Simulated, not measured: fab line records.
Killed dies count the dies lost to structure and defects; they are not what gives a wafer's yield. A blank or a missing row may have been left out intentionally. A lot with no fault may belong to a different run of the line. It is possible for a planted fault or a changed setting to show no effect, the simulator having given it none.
Problem report in the 8D (eight disciplines) form, filled by code / flow gf180mcu / the parts of the form that need people (team, actions taken, sign-off) are left out

## 1. THE ISSUE
DNWELL_TW at GF_DNWELL_TW_MEAS_09 reads a mean of 1530 on 6 wafers of 2 lots; wafers without a fault read 1347 with a standard deviation of 17. Relative to the usual mean, that is a shift of +11 standard deviations.
The first sign was on wafer L252.1 at day 7 01:37, on film_metro-02. Wafers with a number at this step in the record: 36, from 12 lots. Rule for "out" (also "out of limits"): further than 4 standard deviations from the usual mean. The rest of the wafers with a number are treated as sound.

## 2. WHAT IT IS AND WHAT IT IS NOT
question=which readings at this step | is=DNWELL_TW | is not=-
question=which lots | is=L252, L255 | is not=L234, L235, L236, L238, L239, L240, L241, L244, L245, L256
question=which wafers of those lots | is=all that have a number | is not=-
question=read on which gauges | is=film_metro-02, film_metro-03 | is not=film_metro-01
question=when | is=from day 7 01:37 | is not=up to then (27 sound wafers); but 3 sound wafers of L256 came after

## 3. THE SUSPECTS, EACH WITH WHAT RULES IT OUT
Counting: a tool at any process step up to the reading remains a suspect when it ran all the lots that are out and ran no sound lot after the first of those.
- ruled out: the gauge at GF_DNWELL_TW_MEAS_09. 2 gauges (film_metro-02, film_metro-03) read the wafers that are out.
- implanter-03 at GF_DNWELL_IMPLANT_07: kept. All lots that are out passed through it, beginning with L252 at day 7 01:22, and no sound lot followed; its final sound lot before that point was L245 at day 5 10:55. Its own readings are out on those wafers: dose_ions_cm2, faraday_current_uA.
The count leaves implanter-03 at GF_DNWELL_IMPLANT_07.

## 4. THE CAUSE (what the simulator had put in)
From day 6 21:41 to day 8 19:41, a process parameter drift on implanter-03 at GF_DNWELL_IMPLANT_07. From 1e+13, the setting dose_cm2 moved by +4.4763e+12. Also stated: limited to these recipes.
After counting, this tool was the only one left.

## 5. THE EFFECT CHAIN, in route order
Each row: a reading where the mean over the struck wafers with a number is more than 3 standard deviations away from the usual. Readings are gone through only where the record gives a usual standard deviation; hours: the median, over the lots, of the time from a lot's start at the first step in this table giving one to that lot's start at this step; sigmas: the change measured in usual standard deviations.
hours=0; step=GF_DNWELL_IMPLANT_07; reading=dose_ions_cm2; usual=1.0001e+13; on struck wafers=1.4477e+13; change=+4.4763e+12; sigmas=+99 or more
hours=0; step=GF_DNWELL_IMPLANT_07; reading=faraday_current_uA; usual=56.5; on struck wafers=82.7; change=+26.2; sigmas=+22
hours=0; step=GF_DNWELL_TW_MEAS_09; reading=DNWELL_TW; usual=1347; on struck wafers=1530; change=+183; sigmas=+11
Here are the process steps it includes:
- GF_DNWELL_IMPLANT_07

## 6. HOW IT WOULD HAVE BEEN CAUGHT EARLIER
In this record the first reading out of limits at a measuring or inspecting step was taken at day 7 01:37, 4 hours after the fault began at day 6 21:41.
At GF_DNWELL_IMPLANT_07, the tool's own readings (dose_ions_cm2, faraday_current_uA) were out on each struck wafer the step has a row for, so an alarm limit on them would have fired on the first such wafer.
Lots out: 2; of these, L255 started GF_DNWELL_IMPLANT_07 on implanter-03 after day 7 01:37. A hold on the tool at that time would have spared it.
